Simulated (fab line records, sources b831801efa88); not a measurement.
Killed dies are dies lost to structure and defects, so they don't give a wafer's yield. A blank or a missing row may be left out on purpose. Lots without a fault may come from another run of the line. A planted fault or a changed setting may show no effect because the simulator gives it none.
A struck lot beside a sound one | flow gf180mcu | 28 steps out of a route of 602
Sound: wafers L112.1, L112.2, L112.5. Struck: wafers L122.1, L122.3, L122.6. The cause comes at the end.
At each step with rows: each side's tool, then ch and its chambers, then its first start. Under that, the readings that differ: sound wafers | struck wafers | difference of the means | sigmas: that difference in standard deviations of wafers without a fault.
alike: readings whose means differ by less than 2 such deviations, and words and numbers that are the same on both sides. not compared: withheld readings, readings that some wafer has no value for, bounds like >300 that may hide the same value, and numbers for which the record gives no deviation and whose values overlap.
The two part at a step that has a row with sigmas, a row that says differs or no value, or rows on one side only. Numbers that don't overlap but have no deviation are shown without sigmas and don't part them. A reading that every wafer of one side lacks parts them only if that side has two wafers or more.

GF_CONTACT_ETCH_16: etches BARC in N2/H2.
  sound on rie_diel-02 ch 0,3, day 17 02:47; struck on rie_diel-02 ch 0,1,2, day 21 04:46
  alike: drypump_motor_current_A, n2_flow_sccm, oes_product_au, rf_fwd_power_W, throttle_valve_pct
then, 5 steps without rows for these wafers: GF_CONTACT_ETCH_17 (etches SiO2 in C4F8/O2/Ar, stops on CoSi2, target depth 860 nm); GF_CONTACT_STRIP_18 (strips in O2/N2); GF_CONTACT_CLEAN_19 (cleans in SPM); GF_CONTACT_CLEAN_20 (cleans in DIW); GF_CONTACT_CLEAN_21 (cleans in dHF, time 20 s).
GF_CONTACT_SPUTTER_22: material Ti, target thk 15 nm, time 80.02 s.
  sound on pvd_sputter-03, day 17 03:15; struck on pvd_sputter-01, day 21 05:13
  alike: cathode_dc_power_W, chamber_pressure_pa, throttle_valve_pct
then, 2 steps without rows for these wafers: GF_CONTACT_SPUTTER_23 (material TiN, target thk 10 nm, time 40 s); GF_CONTACT_CVD_24 (deposits W, target thk 300 nm, time 90.339 s).
GF_CONTACT_RS_MEAS_25: measures by four-point-probe.
  sound on film_metro-03, day 17 03:27; struck on film_metro-03, day 21 05:25
  alike: CONTACT_W_RS
GF_CONTACT_THK_MEAS_26: measures by xrf.
  sound on film_metro-03, day 17 03:34; struck on film_metro-03, day 21 05:32
  alike: CONTACT_W_THK
then, 1 step without rows for these wafers: GF_CONTACT_CMP_27 (polishes, stops on SiO2, t overpolish 15 s, target thk 0 nm).
GF_M1_SPUTTER_00: material Ti, target thk 37.5 nm, time 150 s.
  sound on pvd_sputter-01, day 17 03:56; struck on pvd_sputter-04, day 21 05:54
  no value came back on the struck wafers for cathode_dc_power_W (W), chamber_pressure_pa (Pa), throttle_valve_pct (%); on the sound wafers cathode_dc_power_W (W) reads 3999.8 3999.9 3999.3
GF_M1_SPUTTER_01: material TiN, target thk 30 nm, time 25 s.
  sound on pvd_sputter-01, day 17 04:02; struck on pvd_sputter-04, day 21 06:00
  alike: cathode_dc_power_W, chamber_pressure_pa, throttle_valve_pct
then, 2 steps without rows for these wafers: GF_M1_SPUTTER_02 (material AlCu, target thk 450 nm, time 23.9 s); GF_M1_SPUTTER_03 (material Ti, target thk 10 nm, time 6.7 s).
GF_M1_SPUTTER_04: material TiN, target thk 50 nm, time 41.7 s.
  sound on pvd_sputter-01, day 17 04:07; struck on pvd_sputter-04, day 21 06:05
  alike: cathode_dc_power_W, chamber_pressure_pa, throttle_valve_pct
then, 7 steps without rows for these wafers: GF_M1_DEHYDRATE_07 (time 60 s); GF_M1_HMDS_08 (prime time 60 s); GF_M1_COAT_09 (resist thk 1000 nm); GF_M1_SOFTBAKE_10 (time 60 s); GF_M1_EXPOSE_11 (exposes mask Metal1, target cd 230 nm); GF_M1_PEB_12 (peb time 88.22 s); GF_M1_DEVELOP_13 (develop time 60 s).
GF_M1_CD_MEAS_14: target cd 230 nm.
  sound on cd_sem-02, day 18 03:09; struck on cd_sem-01, day 22 05:25
  alike: cd_nm
GF_M1_OVL_MEAS_15:
  sound on overlay-01, day 18 03:16; struck on overlay-02, day 22 05:32
  alike: M1_OVL
GF_M1_METAL_ETCH_16: etches the open film in Cl2/BCl3, stops on SiO2, target depth 627.5 nm, time 104.6 s.
  sound on rie_metal-03 ch 0,1, day 18 03:19; struck on rie_metal-04 ch 0,1, day 22 05:34
  reading               | sound             | struck            | difference | sigmas
  oes_product_au (a.u.) | 0.970 0.978 0.976 | 0.986 0.991 0.995 | +0.016     | +3
  alike: drypump_motor_current_A, rf_fwd_power_W, throttle_valve_pct
  not compared: rf_hours_counter_h
GF_M1_STRIP_17: strips in O2/N2.
  sound on plasma_asher-02 ch 0,1, day 18 03:25; struck on plasma_asher-01 ch 0,1, day 22 05:41
  reading                     | sound       | struck      | difference | sigmas
  drypump_motor_current_A (A) | 6.3 5.9 5.8 | 5.2 5.5 5.2 | -0.7       | -2
  alike: heater_power_w, n2_flow_sccm, oes_product_au, strip_time_to_endpoint_s
  not compared: rf_hours_counter_h

WHERE THEY PART
First at GF_M1_SPUTTER_00; last, within this record, at GF_M1_STRIP_17.

WHY: what the simulator had put in
Skipped step whole: pvd_sputter-04, from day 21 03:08 on, at GF_M1_SPUTTER_00. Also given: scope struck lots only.
